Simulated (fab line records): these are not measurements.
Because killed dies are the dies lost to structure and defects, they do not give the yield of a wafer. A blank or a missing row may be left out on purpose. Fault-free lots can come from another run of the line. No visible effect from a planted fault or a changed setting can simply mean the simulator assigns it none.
fab line records | flow sky130
record lots=15 | wafers=45 | lastDay=50
route steps=708 shown SONOS_TUNNEL@161 SONOS_ONO@181 POLY_GATE@231 LDD_P@263
lots with no fault: from the same line, run without faults
startH: the number of hours between the record's first day and the start of the first shown wafer of the lot | waitH: time in hours since the lot's previous step | " unchanged from the row above | L1.1+2: several wafers, shown together as one row | - either no value or no given start | * or withheld: withheld | < > ~ a bound
route shown NAME@n: names a module that has steps shown in the file, with the first one's number in the route | usual: mean and standard deviation over wafers with no fault | same: alike in all rows | chamber/n: place in a boat | sites: each site's reading | _std_site: the standard deviation of these | _edge_site: inner sites' mean taken away from outer sites' mean | radiusMm: how far each site lies from the wafer's centre | mask NAME#n: copy n | behind: the most recent tool/chamber to have shaped the wafer | hold: why the lot was held/for how many hours/how that ended | device: the n, p or np transistor that did not switch | end of line: the route-end tests of the same wafers | a step given without rows: its recipe and nothing more | killed: count of dies lost to structure and defects at first sort (not the wafer's yield) | map: dies across one wafer; x = killed, . = not, _ = none there
set.NAME: the setting that was run; set.NAME@STEP: the one run at that earlier step | model.NAME: the simulator's own value behind a step, which no gauge read
route steps across a sampled set of lots; one table per step, one row per wafer
services: from which hour (startH, from the record's first day; less than 0 if before it) a tool's chamber was out of use, for how many hours, and why
## steps
# step SKY_SONOS_TUNNEL_CD_MEAS_07
# recipe targetCdNm=410
# usual cdNm=410.9/2.5
lot.wafer | tool     | chamber | startH | waitH | cdNm
L689.1    | cdSem-01 | -       | 251.33 | 0.1   | 412.2
L689.2    | "        | -       | "      | "     | 412.2
L689.4    | "        | -       | "      | "     | 413.5
L693.1    | cdSem-02 | -       | 296.28 | 0.1   | 409.9
L693.5    | "        | -       | "      | "     | 413.1
L693.6    | "        | -       | "      | "     | 410.8
L694.3    | cdSem-02 | -       | 301.10 | 0.1   | 406.3
L694.5    | "        | -       | "      | "     | 407.2
L694.6    | "        | -       | "      | "     | 409.3
L696.2    | cdSem-02 | -       | 311.75 | 0.1   | 410.0
L696.4    | "        | -       | "      | "     | 409.6
L696.6    | "        | -       | "      | "     | 406.6
L695.4    | cdSem-02 | -       | 314.25 | 0.1   | 412.7
L695.5    | "        | -       | "      | "     | 410.3
L695.6    | "        | -       | "      | "     | 408.4
L697.4    | cdSem-02 | -       | 334.14 | 0.2   | 410.5
L697.5    | "        | -       | "      | "     | 410.2
L697.6    | "        | -       | "      | "     | 410.4
L698.1    | cdSem-02 | -       | 338.06 | 0.1   | 412.9
L698.2    | "        | -       | "      | "     | 407.9
L698.5    | "        | -       | "      | "     | 411.8
L703.1    | cdSem-01 | -       | 371.18 | 0.1   | 409.6
L703.2    | "        | -       | "      | "     | 410.2
L703.4    | "        | -       | "      | "     | 410.9
L704.1    | cdSem-02 | -       | 378.28 | 0.1   | 414.9
L704.2    | "        | -       | "      | "     | 418.3
L704.5    | "        | -       | "      | "     | 416.7
L705.2    | cdSem-01 | -       | 386.63 | 0.1   | 408.8
L705.4    | "        | -       | "      | "     | 411.3
L705.5    | "        | -       | "      | "     | 411.1
L708.1    | cdSem-01 | -       | 405.91 | 0.1   | 407.4
L708.2    | "        | -       | "      | "     | 408.6
L708.6    | "        | -       | "      | "     | 408.6
L709.1    | cdSem-02 | -       | 408.46 | 0.1   | 410.6
L709.5    | "        | -       | "      | "     | 412.2
L709.6    | "        | -       | "      | "     | 410.8
L710.1    | cdSem-02 | -       | 420.74 | 0.1   | 408.6
L710.3    | "        | -       | "      | "     | 408.2
L710.6    | "        | -       | "      | "     | 409.2
L711.1    | cdSem-02 | -       | 425.78 | 0.1   | 410.4
L711.5    | "        | -       | "      | "     | 408.6
L711.6    | "        | -       | "      | "     | 408.8
L712.2    | cdSem-02 | -       | 433.36 | 0.1   | 410.5
L712.5    | "        | -       | "      | "     | 413.4
L712.6    | "        | -       | "      | "     | 411.6
# step SKY_SONOS_ONO_CD_MEAS_13
# recipe targetCdNm=410
# usual cdNm=409.7/2.1
lot.wafer | tool     | chamber | startH | waitH | cdNm
L689.1    | cdSem-02 | -       | 279.86 | 0.1   | 409.4
L689.2    | "        | -       | "      | "     | 408.8
L689.4    | "        | -       | "      | "     | 408.2
L693.1    | cdSem-02 | -       | 330.20 | 0.1   | 406.2
L693.5    | "        | -       | "      | "     | 407.2
L693.6    | "        | -       | "      | "     | 407.4
L694.3    | cdSem-02 | -       | 338.88 | 0.3   | 408.0
L694.5    | "        | -       | "      | "     | 407.7
L694.6    | "        | -       | "      | "     | 409.5
L696.2    | cdSem-02 | -       | 344.01 | 0.1   | 410.3
L696.4    | "        | -       | "      | "     | 411.1
L696.6    | "        | -       | "      | "     | 410.0
L695.4    | cdSem-02 | -       | 347.21 | 0.2   | 410.7
L695.5    | "        | -       | "      | "     | 409.5
L695.6    | "        | -       | "      | "     | 410.3
L697.4    | cdSem-01 | -       | 366.97 | 0.1   | 409.2
L697.5    | "        | -       | "      | "     | 409.6
L697.6    | "        | -       | "      | "     | 407.6
L698.1    | cdSem-01 | -       | 371.94 | 0.1   | 414.0
L698.2    | "        | -       | "      | "     | 413.1
L698.5    | "        | -       | "      | "     | 413.9
L703.1    | cdSem-01 | -       | 408.05 | 0.1   | 411.5
L703.2    | "        | -       | "      | "     | 412.6
L703.4    | "        | -       | "      | "     | 409.8
L704.1    | cdSem-01 | -       | 416.49 | 0.1   | 411.3
L704.2    | "        | -       | "      | "     | 412.4
L704.5    | "        | -       | "      | "     | 412.1
L705.2    | cdSem-01 | -       | 423.38 | 0.1   | 407.9
L705.4    | "        | -       | "      | "     | 409.9
L705.5    | "        | -       | "      | "     | 411.7
L708.1    | cdSem-01 | -       | 444.25 | 0.1   | 411.6
L708.2    | "        | -       | "      | "     | 411.2
L708.6    | "        | -       | "      | "     | 411.4
L709.1    | cdSem-01 | -       | 446.95 | 0.1   | 405.0
L709.5    | "        | -       | "      | "     | 406.3
L709.6    | "        | -       | "      | "     | 407.8
L710.1    | cdSem-02 | -       | 458.60 | 0.1   | 411.5
L710.3    | "        | -       | "      | "     | 410.2
L710.6    | "        | -       | "      | "     | 409.9
L711.1    | cdSem-01 | -       | 461.21 | 0.1   | 408.6
L711.5    | "        | -       | "      | "     | 413.0
L711.6    | "        | -       | "      | "     | 410.3
L712.2    | cdSem-01 | -       | 469.62 | 0.1   | 409.9
L712.5    | "        | -       | "      | "     | 409.9
L712.6    | "        | -       | "      | "     | 409.7
# step SKY_POLY_GATE_ETCH_17
# recipe targetDepthNm=180 | stopOn=SiO2 | overEtchFrac=0.56667 | chemistry=HBr/Cl2 | target=poly-Si | icpW=400 | biasW=100 | pressureMtorr=10 | HBr_flow_sccm=150 | Cl2_flow_sccm=50 | timeS=70.5
# usual HBr_flow_sccm=150.0/0.46 | biasW=99.98/0.28 | drypumpMotorCurrentA=5.6/0.46 | oesProductAu=0.989/0.006 | throttleValvePct=33.684/0.0095
lot.wafer | tool     | chamber | startH | waitH | HBr_flow_sccm | biasW  | drypumpMotorCurrentA | oesProductAu | rfHoursCounterH | throttleValvePct
L689.1    | rieSi-02 | 1       | 367.05 | 0.0   | 149.9         | 99.81  | 5.6                  | 0.998        | 6               | 33.679
L689.2    | "        | 3       | "      | "     | 150.0         | 99.77  | 5.3                  | 1.003        | 1               | 33.678
L689.4    | "        | 2       | "      | "     | 150.5         | 100.03 | 6.4                  | 1.002        | 1               | 33.687
L693.1    | rieSi-01 | 1       | 424.85 | 0.0   | 149.8         | 99.96  | 6.4                  | 0.995        | 5               | 33.697
L693.5    | "        | 0       | "      | "     | 151.1         | 100.22 | 5.2                  | 0.990        | -               | 33.690
L693.6    | "        | 1       | "      | "     | 149.8         | 99.51  | 6.4                  | 0.993        | -               | 33.690
L694.3    | rieSi-01 | 3       | 437.82 | 0.0   | 150.4         | 99.70  | 5.8                  | 0.984        | 7               | 33.678
L694.5    | "        | 2       | "      | "     | 149.0         | 100.21 | 5.3                  | 0.987        | -               | 33.680
L694.6    | "        | 3       | "      | "     | 150.5         | 100.03 | 5.8                  | 0.985        | -               | 33.696
L696.2    | rieSi-01 | 0       | 441.50 | 0.0   | 150.3         | 99.53  | 5.2                  | 0.995        | 4               | 33.680
L696.4    | "        | 3       | "      | "     | 149.6         | 99.90  | 5.8                  | 0.997        | 7               | 33.659
L696.6    | "        | 1       | "      | "     | 149.7         | 99.80  | 6.4                  | 0.987        | -               | 33.681
L695.4    | rieSi-02 | 3       | 444.52 | 0.0   | 149.7         | 99.55  | 5.3                  | 0.990        | 2               | 33.685
L695.5    | "        | 0       | "      | "     | 149.4         | 100.50 | 5.3                  | 0.992        | -               | 33.675
L695.6    | "        | 1       | "      | "     | 150.6         | 100.21 | 5.6                  | 0.982        | -               | 33.675
L697.4    | rieSi-02 | 1       | 466.22 | 0.0   | 150.3         | 100.61 | 5.6                  | 0.987        | 7               | 33.686
L697.5    | "        | 0       | "      | "     | 150.2         | 99.47  | 5.3                  | 0.985        | -               | 33.682
L697.6    | "        | 3       | "      | "     | 149.6         | 100.02 | 5.3                  | 0.975        | -               | 33.669
L698.1    | rieSi-01 | 1       | 473.32 | 0.0   | 150.6         | 99.71  | 6.4                  | 0.994        | 6               | 33.668
L698.2    | "        | 2       | "      | "     | 150.1         | 99.79  | 5.3                  | 0.980        | 3               | 33.685
L698.5    | "        | 0       | "      | "     | 149.6         | 100.12 | 5.2                  | 0.993        | -               | 33.681
L703.1    | rieSi-01 | 2       | 510.84 | 0.0   | -             | -      | -                    | -            | -               | -
L703.2    | "        | 1       | "      | "     | -             | -      | -                    | -            | -               | -
L703.4    | "        | 0       | "      | "     | -             | -      | -                    | -            | -               | -
L704.1    | rieSi-02 | 1       | 518.12 | 0.0   | -             | -      | -                    | -            | -               | -
L704.2    | "        | 3       | "      | "     | -             | -      | -                    | -            | -               | -
L704.5    | "        | 2       | "      | "     | -             | -      | -                    | -            | -               | -
L705.2    | rieSi-01 | 1       | 524.47 | 0.0   | -             | -      | -                    | -            | -               | -
L705.4    | "        | 3       | "      | "     | -             | -      | -                    | -            | -               | -
L705.5    | "        | 1       | "      | "     | -             | -      | -                    | -            | -               | -
L708.1    | rieSi-02 | 1       | 543.97 | 0.0   | 149.7         | 99.74  | 5.6                  | 0.996        | 7               | 33.688
L708.2    | "        | 3       | "      | "     | 150.0         | 100.52 | 5.3                  | 0.986        | 3               | 33.691
L708.6    | "        | 1       | "      | "     | 150.0         | 99.79  | 5.6                  | 0.994        | -               | 33.686
L709.1    | rieSi-01 | 3       | 553.12 | 0.0   | 149.0         | 100.04 | 5.8                  | 0.991        | 7               | 33.675
L709.5    | "        | 2       | "      | "     | 150.0         | 100.23 | 5.3                  | 0.994        | -               | 33.681
L709.6    | "        | 0       | "      | "     | 149.8         | 99.83  | 5.2                  | 0.983        | -               | 33.680
L711.1    | rieSi-02 | 2       | 562.34 | 0.0   | 150.6         | 100.13 | 6.4                  | 0.975        | 2               | 33.689
L711.5    | "        | 1       | "      | "     | 149.4         | 99.72  | 5.6                  | 0.993        | -               | 33.678
L711.6    | "        | 2       | "      | "     | 149.1         | 99.36  | 6.4                  | 0.987        | -               | 33.690
L710.1    | rieSi-01 | 2       | 562.69 | 0.0   | 149.6         | 100.23 | 5.3                  | 0.977        | 3               | 33.682
L710.3    | "        | 0       | "      | "     | 149.4         | 100.42 | 5.2                  | 0.986        | -               | 33.675
L710.6    | "        | 2       | "      | "     | 149.7         | 100.22 | 5.3                  | 0.984        | -               | 33.676
L712.2    | rieSi-02 | 3       | 568.77 | 0.0   | 148.7         | 99.88  | 5.3                  | 0.994        | 3               | 33.686
L712.5    | "        | 0       | "      | "     | 151.2         | 100.01 | 5.3                  | 0.990        | -               | 33.684
L712.6    | "        | 1       | "      | "     | 150.6         | 100.10 | 5.6                  | 0.992        | -               | 33.690
# step SKY_POLY_GATE_STRIP_18
# recipe chemistry=O2/N2 | powerW=1400 | pressureMtorr=1500 | platenTempC=withheld | o2FlowSccm=3000 | n2FlowSccm=300 | overashFraction=0.5
# usual drypumpMotorCurrentA=5.77/0.19 | oesProductAu=0.361/0.0043 | stripTimeToEndpointS=3.183/0.028
lot.wafer | tool           | chamber | startH | waitH | drypumpMotorCurrentA | oesProductAu | rfHoursCounterH | stripTimeToEndpointS
L689.1    | plasmaAsher-02 | 1       | 367.11 | 0.0   | 5.90                 | 0.362        | 56              | 3.196
L689.2    | "              | 0       | "      | "     | 5.52                 | 0.357        | 56              | 3.211
L689.4    | "              | 1       | "      | "     | 5.91                 | 0.366        | -               | 3.211
L693.1    | plasmaAsher-02 | 1       | 424.90 | 0.0   | 5.92                 | 0.367        | 62              | 3.183
L693.5    | "              | 0       | "      | "     | 5.52                 | 0.362        | -               | 3.172
L693.6    | "              | 1       | "      | "     | 5.91                 | 0.359        | -               | 3.202
L694.3    | plasmaAsher-01 | 0       | 437.91 | 0.1   | 5.82                 | 0.361        | -               | 3.191
L694.5    | "              | 1       | "      | "     | 5.76                 | 0.356        | -               | 3.177
L694.6    | "              | 0       | "      | "     | 5.84                 | 0.360        | -               | 3.157
L696.2    | plasmaAsher-02 | 1       | 441.55 | 0.0   | 5.92                 | 0.361        | 63              | 3.152
L696.4    | "              | 0       | "      | "     | 5.53                 | 0.362        | -               | 3.175
L696.6    | "              | 0       | "      | "     | 5.53                 | 0.355        | -               | 3.192
L695.4    | plasmaAsher-02 | 0       | 444.61 | 0.1   | 5.55                 | 0.358        | -               | 3.150
L695.5    | "              | 1       | "      | "     | 5.90                 | 0.358        | -               | 3.179
L695.6    | "              | 0       | "      | "     | 5.55                 | 0.357        | -               | 3.158
L697.4    | plasmaAsher-03 | 1       | 466.31 | 0.1   | 5.56                 | 0.365        | -               | 3.193
L697.5    | "              | 0       | "      | "     | 6.04                 | 0.370        | -               | 3.239
L697.6    | "              | 1       | "      | "     | 5.55                 | 0.360        | -               | 3.209
L698.1    | plasmaAsher-03 | 0       | 473.38 | 0.0   | 6.05                 | 0.359        | 33              | 3.137
L698.2    | "              | 1       | "      | "     | 5.58                 | 0.361        | 33              | 3.168
L698.5    | "              | 1       | "      | "     | 5.55                 | 0.359        | -               | 3.180
L703.1    | plasmaAsher-02 | 1       | 510.90 | 0.0   | 5.91                 | 0.400        | 71              | 4.222
L703.2    | "              | 0       | "      | "     | 5.51                 | 0.400        | 71              | 4.220
L703.4    | "              | 1       | "      | "     | 5.90                 | 0.406        | -               | 4.216
L704.1    | plasmaAsher-03 | 0       | 518.17 | 0.0   | 6.08                 | 0.396        | 38              | 4.196
L704.2    | "              | 1       | "      | "     | 5.57                 | 0.399        | 38              | 4.199
L704.5    | "              | 0       | "      | "     | 6.09                 | 0.397        | -               | 4.226
L705.2    | plasmaAsher-02 | 0       | 524.52 | 0.0   | 5.54                 | 0.407        | 72              | 4.162
L705.4    | "              | 0       | "      | "     | 5.52                 | 0.406        | -               | 4.179
L705.5    | "              | 0       | "      | "     | 5.51                 | 0.400        | -               | 4.171
L708.1    | plasmaAsher-03 | 1       | 544.02 | 0.0   | 5.58                 | 0.366        | 41              | 3.198
L708.2    | "              | 0       | "      | "     | 6.03                 | 0.362        | 41              | 3.189
L708.6    | "              | 0       | "      | "     | 6.02                 | 0.361        | -               | 3.196
L709.1    | plasmaAsher-01 | 0       | 553.17 | 0.0   | 5.83                 | 0.359        | 84              | 3.169
L709.5    | "              | 0       | "      | "     | 5.84                 | 0.358        | -               | 3.139
L709.6    | "              | 1       | "      | "     | 5.78                 | 0.368        | -               | 3.156
L711.1    | plasmaAsher-02 | 1       | 562.40 | 0.0   | 5.90                 | 0.365        | 76              | 3.219
L711.5    | "              | 0       | "      | "     | 5.51                 | 0.353        | -               | 3.170
L711.6    | "              | 1       | "      | "     | 5.90                 | 0.358        | -               | 3.156
L710.1    | plasmaAsher-01 | 1       | 562.78 | 0.1   | 5.80                 | 0.355        | 85              | 3.188
L710.3    | "              | 1       | "      | "     | 5.77                 | 0.360        | -               | 3.131
L710.6    | "              | 1       | "      | "     | 5.76                 | 0.356        | -               | 3.099
L712.2    | plasmaAsher-01 | 1       | 568.82 | 0.0   | 5.78                 | 0.357        | 86              | 3.140
L712.5    | "              | 0       | "      | "     | 5.83                 | 0.361        | -               | 3.146
L712.6    | "              | 1       | "      | "     | 5.77                 | 0.357        | -               | 3.167
# step SKY_LDD_P_OVL_MEAS_08
# usual LDD_P_OVL=-0.3/1.5
lot.wafer | tool       | chamber | startH | waitH | LDD_P_OVL[nm]
L689.1    | overlay-02 | -       | 429.63 | 0.1   | -0.4
L689.2    | "          | -       | "      | "     | -0.3
L689.4    | "          | -       | "      | "     | 0.4
L693.1    | overlay-01 | -       | 490.85 | 0.1   | -2.9
L693.5    | "          | -       | "      | "     | -3.0
L693.6    | "          | -       | "      | "     | -2.7
L694.3    | overlay-02 | -       | 503.34 | 0.1   | 2.9
L694.5    | "          | -       | "      | "     | 3.1
L694.6    | "          | -       | "      | "     | 3.0
L696.2    | overlay-02 | -       | 508.32 | 0.1   | 2.0
L696.4    | "          | -       | "      | "     | 0.9
L696.6    | "          | -       | "      | "     | 2.0
L695.4    | overlay-01 | -       | 511.68 | 0.1   | -1.7
L695.5    | "          | -       | "      | "     | -0.7
L695.6    | "          | -       | "      | "     | -0.6
L697.4    | overlay-02 | -       | 530.38 | 0.1   | -1.4
L697.5    | "          | -       | "      | "     | -1.0
L697.6    | "          | -       | "      | "     | 0.2
L698.1    | overlay-01 | -       | 537.35 | 0.1   | 0.5
L698.2    | "          | -       | "      | "     | 0.7
L698.5    | "          | -       | "      | "     | 0.1
L703.1    | overlay-02 | -       | 573.40 | 0.1   | -2.0
L703.2    | "          | -       | "      | "     | 2.2
L703.4    | "          | -       | "      | "     | -0.8
L704.1    | overlay-01 | -       | 580.98 | 0.1   | -2.7
L704.2    | "          | -       | "      | "     | -1.7
L704.5    | "          | -       | "      | "     | -2.3
L705.2    | overlay-02 | -       | 587.26 | 0.1   | -1.4
L705.4    | "          | -       | "      | "     | -1.5
L705.5    | "          | -       | "      | "     | -2.3
L708.1    | overlay-01 | -       | 605.72 | 0.1   | 0.4
L708.2    | "          | -       | "      | "     | 0.5
L708.6    | "          | -       | "      | "     | 1.7
L709.1    | overlay-01 | -       | 613.32 | 0.1   | -2.2
L709.5    | "          | -       | "      | "     | -1.6
L709.6    | "          | -       | "      | "     | -0.7
L711.1    | overlay-01 | -       | 623.80 | 0.1   | -2.1
L711.5    | "          | -       | "      | "     | -1.3
L711.6    | "          | -       | "      | "     | -1.5
L710.1    | overlay-01 | -       | 624.02 | 0.1   | -0.4
L710.3    | "          | -       | "      | "     | -0.7
L710.6    | "          | -       | "      | "     | -0.7
L712.2    | overlay-02 | -       | 630.47 | 0.1   | 1.1
L712.5    | "          | -       | "      | "     | 0.9
L712.6    | "          | -       | "      | "     | 0.1
## services
tool           | chamber | startH | hours | kind
rieSi-01       | 1       | 345.35 | 15.9  | repair
plasmaAsher-01 | -       | 346.18 | 0.4   | repair
rieSi-02       | 2       | 350.67 | 8.6   | repair
plasmaAsher-02 | -       | 373.75 | 0.7   | repair
plasmaAsher-02 | -       | 387.23 | 2.8   | pm
plasmaAsher-01 | -       | 406.69 | 1.5   | repair
rieSi-01       | 2       | 426.25 | 4.3   | repair
rieSi-02       | 3       | 467.55 | 4.8   | repair
plasmaAsher-01 | -       | 467.58 | 2.9   | repair
rieSi-01       | -       | 468.08 | 4.3   | pm
plasmaAsher-01 | -       | 472.70 | 2.8   | repair
rieSi-01       | 1       | 474.15 | 18.4  | repair
rieSi-02       | 0       | 494.75 | -     | clean
rieSi-02       | 0       | 494.75 | 19.3  | scheduledDown
rieSi-02       | 0       | 494.75 | 19.3  | ventCycle
plasmaAsher-01 | -       | 511.13 | 0.3   | repair
rieSi-02       | 1       | 520.48 | 7.3   | repair
rieSi-01       | 1       | 533.92 | 3.3   | repair
plasmaAsher-01 | -       | 542.79 | 3.3   | repair
rieSi-01       | 1       | 549.97 | 37.4  | repair
rieSi-01       | 3       | 555.13 | 24.5  | repair
plasmaAsher-03 | -       | 561.19 | 14.6  | pm
## key
firstSign step=SKY_POLY_GATE_ETCH_17 | reading=toolRecord | direction=missing
effect step=SKY_POLY_GATE_STRIP_18 | reading=stripTimeToEndpointS | direction=up | sigmas=36 | usual=* | struck=*
metAt SKY_POLY_GATE_ETCH_17
struckLots L703,L704,L705
laterRowsLeftOut L703.1,L703.2,L703.4,L704.1,L704.2,L704.5,L705.2,L705.4,L705.5
sortLeftOut L703.1,L703.2,L703.4,L704.1,L704.2,L704.5,L705.2,L705.4,L705.5
testerLeftOut L703,L704,L705
notActingAt SKY_SONOS_TUNNEL_CD_MEAS_07,SKY_SONOS_ONO_CD_MEAS_13,SKY_LDD_P_OVL_MEAS_08
onsetBetween 473.32 510.84
fault kind=skippedStepWhole | tool=rieSi-01,rieSi-02 | chamber=- | onsetH=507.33 | steps=SKY_POLY_GATE_ETCH_17 | scope=struckLotsOnly
# testerLeftOut: of these lots the tester's yield and bins aren't shown, on N5 and GAA mostly nor the transistor test; their killed dies are dies lost to structure and defects alone, not to doping, threshold or leakage, so they don't give the yield
# sortLeftOut: the simulated sort isn't trusted on such a fault, so these wafers' sort isn't shown, and their yield isn't known
# laterRowsLeftOut: the simulator's readings of these wafers behind a module that went badly wrong aren't trusted and aren't shown, but for the sort
